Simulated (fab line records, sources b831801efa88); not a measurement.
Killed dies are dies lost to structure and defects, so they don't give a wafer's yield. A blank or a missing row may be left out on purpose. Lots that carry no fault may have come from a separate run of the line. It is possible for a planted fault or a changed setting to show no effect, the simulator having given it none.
fab line records	flow sky130
record: lots: 6	wafers: 18	last_day: 50
route steps=708 shown SD_N@344 SD_P@359 RES_XHIGH@360 PAD_OPEN@708
lots that met no fault: taken from a fault-free run of the same line
start_h: the number of hours between the record's first day and the start of the first shown wafer of the lot	wait_h: time in hours since the lot's previous step	" same as the row above	L1.1+2: one row covering several wafers at once	- no value present, or no start provided	* or withheld: withheld	< > ~ a bound
route shown NAME@n: a module of which the file shows steps, and the number in the route of the first	usual: mean and standard deviation over wafers with no fault	same: alike in all rows	chamber/n: place in a boat	sites: each site's reading	_std_site: standard deviation of those values	_edge_site: mean of outer sites minus mean of inner sites	radius_mm: for every site, how far away it sits from the centre of the wafer	mask NAME#n: copy n	behind: the last tool/chamber to shape the wafer	hold: reason for holding the lot/hours on hold/outcome of the hold	device: which transistor (n, p or np) failed to switch	end of line: tests of these same wafers at the route's end	a step without rows: its recipe alone	killed: the dies lost at the first sort to structure and to defects; this is not the yield of the wafer	map: shows each die of a wafer: x if killed, . if not, _ if none is there
set.NAME: setting as actually run; set.NAME@STEP: the setting as run at that earlier step	model.NAME: the simulator's own value behind a step, which no gauge read
lots seen at some steps along the route; tables by step, rows by wafer
== steps ==
step: SKY_SD_N_COAT_02
recipe: resist: NOVOLAK	spin_rpm: 3060	resist_thk_nm: 1140
step: SKY_SD_N_SOFTBAKE_03
recipe: temp_c: 90	time_s: 60	resist: NOVOLAK
step: SKY_SD_N_EXPOSE_04
recipe: mask_id: NSDM	na: 0.6	source_shape: conventional	sigma_outer: 0.6	polarization: unpolarized	target_cd_nm: 380	dose_mj: 141
step: SKY_SD_N_PEB_05
recipe: temp_c: withheld	time_s: *	resist: NOVOLAK
step: SKY_SD_N_DEVELOP_06
recipe: resist: NOVOLAK	developer: TMAH	develop_time_s: 60	dev_temp_c: 23
step: SKY_SD_N_CD_MEAS_07
recipe: target_cd_nm: 380
usual: cd_nm: 380.3/2.7
lot.wafer	tool	chamber	start_h	wait_h	cd_nm
L728.2	cd_sem-01	-	661.42	0.1	378.9
L728.3	"	-	"	"	380.5
L728.5	"	-	"	"	379.5
L740.2	cd_sem-02	-	760.49	0.1	379.8
L740.4	"	-	"	"	381.6
L740.6	"	-	"	"	382.1
L736.1	cd_sem-01	-	764.32	0.1	385.2
L736.4	"	-	"	"	384.8
L736.6	"	-	"	"	384.0
L743.1	cd_sem-01	-	770.17	0.1	378.2
L743.4	"	-	"	"	378.3
L743.6	"	-	"	"	376.7
L748.2	cd_sem-02	-	805.17	0.1	384.2
L748.4	"	-	"	"	384.7
L748.6	"	-	"	"	383.0
L750.1	cd_sem-01	-	821.03	0.1	378.1
L750.3	"	-	"	"	379.3
L750.4	"	-	"	"	379.8
step: SKY_SD_N_OVL_MEAS_08
usual: SD_N_OVL: 0.2/1.1
lot.wafer	tool	chamber	start_h	wait_h	SD_N_OVL[nm]
L728.2	overlay-02	-	661.53	0.1	2.7
L728.3	"	-	"	"	1.5
L728.5	"	-	"	"	1.3
L740.2	overlay-02	-	760.60	0.1	0.9
L740.4	"	-	"	"	-1.2
L740.6	"	-	"	"	-1.0
L736.1	overlay-02	-	764.44	0.1	-1.0
L736.4	"	-	"	"	0.5
L736.6	"	-	"	"	-0.2
L743.1	overlay-01	-	770.29	0.1	1.2
L743.4	"	-	"	"	0.6
L743.6	"	-	"	"	1.0
L748.2	overlay-01	-	805.28	0.1	-2.2
L748.4	"	-	"	"	-0.1
L748.6	"	-	"	"	-0.5
L750.1	overlay-01	-	821.15	0.1	0.1
L750.3	"	-	"	"	-0.7
L750.4	"	-	"	"	-0.2
step: SKY_SD_N_IMPLANT_09
recipe: species: As	energy_kev: 50	dose_cm2: 4e+15	tilt_deg: 0
step: SKY_SD_N_IMPLANT_10
recipe: species: P	energy_kev: 20	dose_cm2: 1e+14	tilt_deg: 0
step: SKY_SD_N_STRIP_11
recipe: chemistry: O2/N2	power_w: 1400	pressure_mtorr: 1500	platen_temp_c: withheld	o2_flow_sccm: 3000	n2_flow_sccm: 300	overash_fraction: 0.5
usual: drypump_motor_current_A: 5.7/0.46	oes_product_au: 0.526/0.0045	strip_time_to_endpoint_s: 22.43/0.038
lot.wafer	tool	chamber	start_h	wait_h	drypump_motor_current_A	oes_product_au	rf_hours_counter_h	strip_time_to_endpoint_s
L728.2	plasma_asher-04	1	661.86	0.1	5.6	0.531	89	22.50
L728.3	"	0	"	"	6.1	0.525	-	22.48
L728.5	"	0	"	"	6.2	0.523	-	22.43
L740.2	plasma_asher-03	0	760.93	0.1	6.2	0.531	66	22.44
L740.4	"	1	"	"	5.7	0.521	-	22.47
L740.6	"	1	"	"	5.6	0.534	-	22.49
L736.1	plasma_asher-03	0	764.78	0.1	6.1	0.529	66	22.43
L736.4	"	1	"	"	5.7	0.527	-	22.43
L736.6	"	0	"	"	6.1	0.524	-	22.43
L743.1	plasma_asher-03	0	770.63	0.1	6.1	0.525	67	22.46
L743.4	"	0	"	"	6.1	0.530	-	22.44
L743.6	"	1	"	"	5.6	0.519	-	22.44
L748.2	plasma_asher-04	0	805.61	0.1	6.2	0.526	103	22.44
L748.4	"	0	"	"	6.2	0.526	-	22.45
L748.6	"	0	"	"	6.2	0.519	-	22.47
L750.1	plasma_asher-03	1	821.49	0.1	5.7	0.529	72	22.43
L750.3	"	0	"	"	6.1	0.534	-	22.36
L750.4	"	1	"	"	5.7	0.520	-	22.39
step: SKY_SD_N_TW_MEAS_12
usual: SD_N_TW: 4019/32
lot.wafer	tool	chamber	start_h	wait_h	SD_N_TW
L728.2	film_metro-02	-	661.97	0.1	3945
L728.3	"	-	"	"	3952
L728.5	"	-	"	"	3936
L740.2	film_metro-02	-	761.04	0.1	3991
L740.4	"	-	"	"	4004
L740.6	"	-	"	"	4009
L736.1	film_metro-04	-	764.94	0.1	4028
L736.4	"	-	"	"	4050
L736.6	"	-	"	"	4022
L743.1	film_metro-04	-	770.73	0.1	4026
L743.4	"	-	"	"	4034
L743.6	"	-	"	"	4047
L748.2	film_metro-03	-	805.72	0.1	4037
L748.4	"	-	"	"	4038
L748.6	"	-	"	"	4070
L750.1	film_metro-02	-	821.59	0.1	3968
L750.3	"	-	"	"	3964
L750.4	"	-	"	"	3974
step: SKY_SD_N_CLEAN_13
recipe: chemistry: SC1/SC2	mix: 1:4:20	temp_c: 70	time_s: 150	dry: n2_spin
step: SKY_SD_N_RTA_14
recipe: temp_c: 1075	time_s: 2	idle_temp_c: 650	ramp_up_c_per_s: 150	ramp_down_c_per_s: 90	ambient: N2
usual: lamp_power_pct: 15.74/0.052	wafer_temp_C_max: 1078.0/1.2
lot.wafer	tool	chamber	start_h	wait_h	lamp_power_pct	wafer_temp_C_max
L728.2	rtp_anneal-01	0	662.08	0.0	15.75	1078.0
L728.3	"	0	"	"	15.83	1081.1
L728.5	"	0	"	"	15.70	1076.1
L740.2	rtp_anneal-01	0	761.15	0.0	15.66	1078.7
L740.4	"	0	"	"	15.73	1078.8
L740.6	"	0	"	"	15.78	1077.2
L736.1	rtp_anneal-01	0	765.05	0.0	16.70	1117.0
L736.4	"	0	"	"	16.63	1116.6
L736.6	"	0	"	"	16.73	1117.7
L743.1	rtp_anneal-01	0	770.84	0.0	16.68	1116.6
L743.4	"	0	"	"	16.69	1116.4
L743.6	"	0	"	"	16.64	1114.4
L748.2	rtp_anneal-02	0	805.83	0.0	15.68	1076.4
L748.4	"	0	"	"	15.71	1079.5
L748.6	"	0	"	"	15.71	1078.8
L750.1	rtp_anneal-02	0	821.70	0.0	15.76	1078.6
L750.3	"	0	"	"	15.77	1078.6
L750.4	"	0	"	"	15.70	1076.5
step: SKY_SD_N_RS_MEAS_16
recipe: thk_meas_gauge: four-point-probe
usual: SD_N_RS: 68.46/0.13
lot.wafer	tool	chamber	start_h	wait_h	SD_N_RS[ohm/sq]
L728.2	film_metro-03	-	662.26	0.1	68.29
L728.3	"	-	"	"	68.09
L728.5	"	-	"	"	68.23
L740.2	film_metro-04	-	761.36	0.1	68.65
L740.4	"	-	"	"	68.52
L740.6	"	-	"	"	68.37
L736.1	film_metro-02	-	765.36	0.1	61.45
L736.4	"	-	"	"	61.30
L736.6	"	-	"	"	61.32
L743.1	film_metro-04	-	771.01	0.1	61.15
L743.4	"	-	"	"	61.43
L743.6	"	-	"	"	61.31
L748.2	film_metro-04	-	806.01	0.1	68.41
L748.4	"	-	"	"	68.45
L748.6	"	-	"	"	68.44
L750.1	film_metro-04	-	821.88	0.1	68.58
L750.3	"	-	"	"	68.52
L750.4	"	-	"	"	68.72
step: SKY_SD_N_RS_MEAS_17
recipe: thk_meas_gauge: four-point-probe
usual: SD_P_RS: 146.5/0.35
lot.wafer	tool	chamber	start_h	wait_h	SD_P_RS[ohm/sq]
L728.2	film_metro-03	-	662.38	0.1	146.1
L728.3	"	-	"	"	146.3
L728.5	"	-	"	"	146.2
L740.2	film_metro-04	-	761.48	0.1	147.1
L740.4	"	-	"	"	146.6
L740.6	"	-	"	"	146.6
L736.1	film_metro-02	-	765.48	0.1	112.0
L736.4	"	-	"	"	112.0
L736.6	"	-	"	"	112.3
L743.1	film_metro-04	-	771.13	0.1	111.9
L743.4	"	-	"	"	112.5
L743.6	"	-	"	"	112.3
L748.2	film_metro-04	-	806.13	0.1	147.1
L748.4	"	-	"	"	147.1
L748.6	"	-	"	"	146.7
L750.1	film_metro-04	-	822.00	0.1	147.5
L750.3	"	-	"	"	146.9
L750.4	"	-	"	"	147.1
step: SKY_SD_N_RS_MEAS_18
recipe: thk_meas_gauge: four-point-probe
usual: RES_XHIGH_RS: 332.9/1.2
lot.wafer	tool	chamber	start_h	wait_h	RES_XHIGH_RS[ohm/sq]
L728.2	film_metro-03	-	662.50	0.1	332.3
L728.3	"	-	"	"	333.0
L728.5	"	-	"	"	332.6
L740.2	film_metro-04	-	761.60	0.1	332.5
L740.4	"	-	"	"	332.9
L740.6	"	-	"	"	332.2
L736.1	film_metro-02	-	765.60	0.1	330.4
L736.4	"	-	"	"	328.1
L736.6	"	-	"	"	329.1
L743.1	film_metro-04	-	771.25	0.1	330.6
L743.4	"	-	"	"	331.1
L743.6	"	-	"	"	331.4
L748.2	film_metro-04	-	806.25	0.1	332.6
L748.4	"	-	"	"	333.0
L748.6	"	-	"	"	333.7
L750.1	film_metro-04	-	822.12	0.1	332.8
L750.3	"	-	"	"	330.8
L750.4	"	-	"	"	334.3
step: SKY_PAD_OPEN_PROBE_99
usual: killed_at_M0_to_M3: 42/7.4	killed_at_M4_up: 3.5/1.9	killed_at_contacts: 24/5.2	killed_at_front_end: 15/4.5	killed_at_other: 0.2/0.53	killed_dies: 85/9.8	killed_open: 46/7.6	killed_short: 39/6.5
same: gross_dies: 492	killed_at_back_side: 0
lot.wafer	tool	chamber	start_h	wait_h	killed_at_M0_to_M3	killed_at_M4_up	killed_at_contacts	killed_at_front_end	killed_at_other	killed_dies	killed_open	killed_short	model.etest.res_xhigh_po.line_ohm_um	model.etest.res_xhigh_po.rs_ohm_sq	model.etest.pfet_01v8.r_on_ohm_um	model.etest.res_pdiff.line_ohm_um	model.etest.pfet_g5v0d10v5.r_on_ohm_um	model.etest.res_high_po.line_ohm_um	model.etest.licon_high_po.rc_ohm	model.etest.res_ndiff.line_ohm_um
L728.2	prober-01	-	1085.30	0.1	38	2	39	15	0	94	58	36	5707	1995	2806	1371	4723	736.4	341.5	792.9
L728.3	prober-01	-	1085.35	0.2	49	5	31	15	0	100	45	55	5832	2022	2707	1420	4674	760.7	350.6	819.9
L728.5	prober-01	-	1085.45	0.2	37	3	23	18	0	81	42	39	5322	1858	2737	1361	4639	710.3	326.6	776.3
L740.2	prober-01	-	1160.69	0.1	30	1	23	15	0	69	46	23	5710	1950	2924	1360	4725	754.6	355.5	774.7
L740.4	prober-01	-	1160.79	0.2	41	2	20	19	0	82	39	43	5679	1964	2934	1351	4686	743	350.9	749.4
L740.6	prober-01	-	1160.89	0.2	28	3	23	10	0	64	34	30	5614	1943	2904	1364	4728	738.5	332.4	774
L736.1	prober-02	-	1164.45	0.1	38	4	27	23	0	92	49	43	4058	1427	2412	1072	4539	586.1	225.1	670.9
L736.4	prober-02	-	1164.60	0.2	50	2	20	13	1	86	47	39	3958	1378	2526	1050	4626	564.7	232.5	688
L736.6	prober-02	-	1164.70	0.2	34	5	29	11	0	79	47	32	4093	1445	2514	1080	4653	591.8	236.4	686.3
L743.1	prober-02	-	1167.62	0.1	49	5	15	18	0	87	53	34	4183	1456	2343	1049	4512	581.4	229.2	692.8
L743.4	prober-02	-	1167.77	0.2	35	5	29	10	0	79	42	37	4168	1443	2396	1067	4489	587	233.4	704.6
L743.6	prober-02	-	1167.87	0.2	43	6	19	11	0	79	46	33	4105	1454	2367	1034	4431	582.9	221	669.2
L748.2	prober-01	-	1188.00	0.1	39	5	18	17	0	79	42	36	5901	2110	3032	1386	4717	767.8	366.9	749.5
L748.4	prober-01	-	1188.10	0.2	45	4	20	23	1	93	52	41	6088	2105	2946	1388	4702	778.1	377.3	749.8
L748.6	prober-01	-	1188.20	0.2	49	5	36	14	1	105	50	55	5653	1980	2930	1357	4635	746	354.3	749
L750.1	prober-01	-	1200.04	0.1	48	3	26	16	0	93	53	40	5548	1994	2840	1358	4744	739.4	346.8	770.5
L750.3	prober-01	-	1200.14	0.2	49	1	25	22	0	97	51	46	5709	2020	2879	1386	4809	754.7	360.2	774.1
L750.4	prober-01	-	1200.19	0.2	29	4	28	26	0	87	45	42	5805	2018	2843	1371	4814	749.7	360.1	781.7
killed by level:class
L728.2 CONTACT:geometric_particle:open=15 CONTACT:geometric_particle:short=10 POLY_GATE:geometric_particle:open=9 LI_CONTACT:geometric_particle:open=7 VIA1:geometric_particle:open=7 METAL1:geometric_particle:open=5 FIELD_ISO:geometric_particle:open=4 VIA3:geometric_particle:open=4
L728.3 VIA1:geometric_particle:open=11 CONTACT:geometric_particle:short=9 VIA1:geometric_particle:short=8 LI_CONTACT:geometric_particle:open=8 LOCAL_INTERCONNECT:geometric_particle:short=7 METAL1:geometric_particle:short=7 CONTACT:geometric_particle:open=6 VIA3:geometric_particle:open=6
L728.5 VIA1:geometric_particle:open=10 CONTACT:geometric_particle:open=7 VIA2:geometric_particle:open=7 POLY_GATE:geometric_particle:short=5 LI_CONTACT:geometric_particle:open=5 CONTACT:geometric_particle:short=5 FIELD_ISO:geometric_particle:open=4 METAL1:geometric_particle:short=4
L740.2 CONTACT:geometric_particle:open=11 VIA3:geometric_particle:open=8 VIA1:geometric_particle:open=8 VIA2:geometric_particle:open=6 LI_CONTACT:geometric_particle:open=5 FIELD_ISO:geometric_particle:open=4 POLY_GATE:geometric_particle:open=4 CONTACT:geometric_particle:short=4
L740.4 VIA1:geometric_particle:open=9 METAL2:geometric_particle:short=8 LI_CONTACT:geometric_particle:open=7 VIA1:geometric_particle:short=7 FIELD_ISO:geometric_particle:short=6 VIA2:geometric_particle:open=6 POLY_GATE:geometric_particle:open=5 CONTACT:geometric_particle:open=5
L740.6 LI_CONTACT:geometric_particle:open=11 METAL1:geometric_particle:short=7 VIA1:geometric_particle:open=6 POLY_GATE:geometric_particle:open=4 VIA3:geometric_particle:open=4 FIELD_ISO:geometric_particle:open=3 LI_CONTACT:geometric_particle:short=3 LOCAL_INTERCONNECT:geometric_particle:short=3
L736.1 POLY_GATE:geometric_particle:open=9 METAL1:geometric_particle:short=8 CONTACT:geometric_particle:short=7 CONTACT:geometric_particle:open=7 VIA2:geometric_particle:open=7 VIA1:geometric_particle:open=6 LI_CONTACT:geometric_particle:open=6 POLY_GATE:geometric_particle:short=5
L736.4 VIA1:geometric_particle:open=14 METAL2:geometric_particle:short=7 VIA3:geometric_particle:open=6 LI_CONTACT:geometric_particle:open=6 CONTACT:geometric_particle:open=6 METAL1:geometric_particle:short=6 FIELD_ISO:geometric_particle:short=4 LI_CONTACT:geometric_particle:short=4
L736.6 CONTACT:geometric_particle:open=9 VIA3:geometric_particle:open=8 VIA1:geometric_particle:open=8 LI_CONTACT:geometric_particle:short=7 LI_CONTACT:geometric_particle:open=7 VIA2:geometric_particle:open=5 METAL1:geometric_particle:short=4 FIELD_ISO:geometric_particle:open=4
L743.1 VIA1:geometric_particle:open=13 METAL1:geometric_particle:short=8 VIA2:geometric_particle:open=8 FIELD_ISO:geometric_particle:short=6 VIA3:geometric_particle:open=6 LI_CONTACT:geometric_particle:open=6 CONTACT:geometric_particle:open=5 VIA1:geometric_particle:short=5
L743.4 CONTACT:geometric_particle:open=10 VIA3:geometric_particle:open=8 LI_CONTACT:geometric_particle:open=7 METAL1:geometric_particle:short=7 CONTACT:geometric_particle:short=6 METAL2:geometric_particle:short=5 LOCAL_INTERCONNECT:geometric_particle:short=4 VIA2:geometric_particle:open=4
L743.6 VIA2:geometric_particle:open=12 CONTACT:geometric_particle:open=9 VIA1:geometric_particle:open=7 METAL1:geometric_particle:short=6 VIA3:geometric_particle:open=6 LI_CONTACT:geometric_particle:open=4 LI_CONTACT:geometric_particle:short=4 METAL2:geometric_particle:short=4
L748.2 VIA1:geometric_particle:open=12 CONTACT:geometric_particle:open=7 VIA3:geometric_particle:open=7 METAL1:geometric_particle:short=6 POLY_GATE:geometric_particle:open=4 POLY_GATE:geometric_particle:short=4 LOCAL_INTERCONNECT:geometric_particle:short=4 VIA2:geometric_particle:open=4
L748.4 VIA2:geometric_particle:open=8 CONTACT:geometric_particle:open=8 VIA1:geometric_particle:open=8 FIELD_ISO:geometric_particle:open=7 METAL1:geometric_particle:short=7 CONTACT:geometric_particle:short=7 FIELD_ISO:geometric_particle:short=5 VIA3:geometric_particle:open=5
L748.6 CONTACT:geometric_particle:open=11 VIA1:geometric_particle:open=9 LI_CONTACT:geometric_particle:open=9 CONTACT:geometric_particle:short=8 METAL1:geometric_particle:short=8 VIA3:geometric_particle:open=6 METAL2:geometric_particle:short=6 LOCAL_INTERCONNECT:geometric_particle:short=5
L750.1 LI_CONTACT:geometric_particle:open=13 VIA1:geometric_particle:open=12 CONTACT:geometric_particle:open=7 METAL1:geometric_particle:short=7 VIA2:geometric_particle:open=6 VIA3:geometric_particle:open=5 VIA1:geometric_particle:short=4 VIA3:geometric_particle:short=4
L750.3 CONTACT:geometric_particle:open=10 VIA1:geometric_particle:short=9 VIA2:geometric_particle:open=8 VIA1:geometric_particle:open=8 POLY_GATE:geometric_particle:short=7 VIA3:geometric_particle:open=7 POLY_GATE:geometric_particle:open=5 LI_CONTACT:geometric_particle:open=5
L750.4 CONTACT:geometric_particle:open=12 FIELD_ISO:geometric_particle:open=9 FIELD_ISO:geometric_particle:short=8 LOCAL_INTERCONNECT:geometric_particle:short=6 LI_CONTACT:geometric_particle:open=6 METAL3:geometric_particle:short=6 POLY_GATE:geometric_particle:open=4 METAL1:geometric_particle:short=4
== key ==
first_sign: step: SKY_SD_N_RTA_14	reading: wafer_temp_C_max	direction: up	sigmas: 33	usual: *	struck: *
effect: step: SKY_SD_N_RTA_14	reading: lamp_power_pct	direction: up	sigmas: 18	usual: 15.74	struck: 16.68
effect: step: SKY_SD_N_RS_MEAS_16	reading: SD_N_RS	direction: down	sigmas: 56	usual: 68.46	struck: 61.33
effect: step: SKY_SD_N_RS_MEAS_17	reading: SD_P_RS	direction: down	sigmas: 98	usual: 146.5	struck: 112.2
effect: step: SKY_SD_N_RS_MEAS_18	reading: RES_XHIGH_RS	direction: down	sigmas: 2.4	usual: 332.9	struck: 330.1
model_effect: step: SKY_PAD_OPEN_PROBE_99	value: etest.res_xhigh_po.line_ohm_um	without: 5647	struck: 4094
met_at SKY_SD_N_RTA_14
struck_wafers L736.1,L736.4,L736.6,L743.1,L743.4,L743.6
tester_left_out L736,L743
onset_between 761.15 765.05
fault: kind: process_parameter_drift	tool: rtp_anneal-01	chamber: -	onset_h: 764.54	steps: SKY_SD_N_RTA_14	channel: temp_c	offset: *	shape: step	end_h: 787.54	acts_in: *	stated: *
tester_left_out: of these lots the tester's yield and bins aren't shown, on N5 and GAA mostly nor the transistor test; their killed dies are dies lost to structure and defects alone, not to doping, threshold or leakage, so they don't give the yield
